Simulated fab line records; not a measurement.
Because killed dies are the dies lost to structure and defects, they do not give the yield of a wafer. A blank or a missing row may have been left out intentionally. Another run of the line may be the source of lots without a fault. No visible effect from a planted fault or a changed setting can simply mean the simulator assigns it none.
Which tool was responsible? -- flow gf180mcu -- at 1 step of a route of 602, 12 lots with 36 wafers sampled

WHAT THE GAUGES READ, wafer by wafer
GF_M2_CD_MEAS_14: target cd 280 nm.
lot,measured,on,cdNm (nm)
L075,day 19 09:40,cdSem-02,281.3 280.7 279.6
L077,day 20 07:34,cdSem-02,281.0 281.3 280.2
L079,day 20 21:20,cdSem-01,279.3 280.3 280.4
L081,day 21 19:10,cdSem-01,280.0 278.9 278.7
L083,day 22 13:15,cdSem-02,281.6 282.8 283.4
L085,day 23 06:04,cdSem-01,279.4 278.8 279.9
L087,day 24 04:46,cdSem-02,280.2 280.1 282.0
L089,day 24 15:27,cdSem-02,278.9 279.9 279.0
L091,day 25 06:45,cdSem-01,281.9 282.8 282.1
L093,day 25 23:01,cdSem-01,282.7 281.8 283.2
L095,day 26 14:57,cdSem-01,281.1 280.5 280.6
L097,day 26 23:08,cdSem-01,280.5 280.2 280.2

WHAT TOOL EACH LOT RAN ON (gives the tool, then ch and the chambers of the sampled wafers, and finally the start)
The record shows no process step preceding these readings.

THE ANSWER, worked out from the rows above alone
Rule: what is usual is taken from the lots themselves. The widest of any qualifying gaps counts: lots, ordered by their means at a reading, are off when they make up no more than a third of the lots, leave a main group of 4 or more, and stand apart from it by 3 or more times the standard deviation of that group's means. The tables above print the reading to a certain number of digits; a main group whose means all agree to those digits is not used. A lot without any number at a reading at which 4 lots or more have one is off too. Where the step has rows for the other lots, those lots are counted as sound.
Nothing can be told from this: no lot is off at any reading shown.

WHAT THE SIMULATOR PUT IN
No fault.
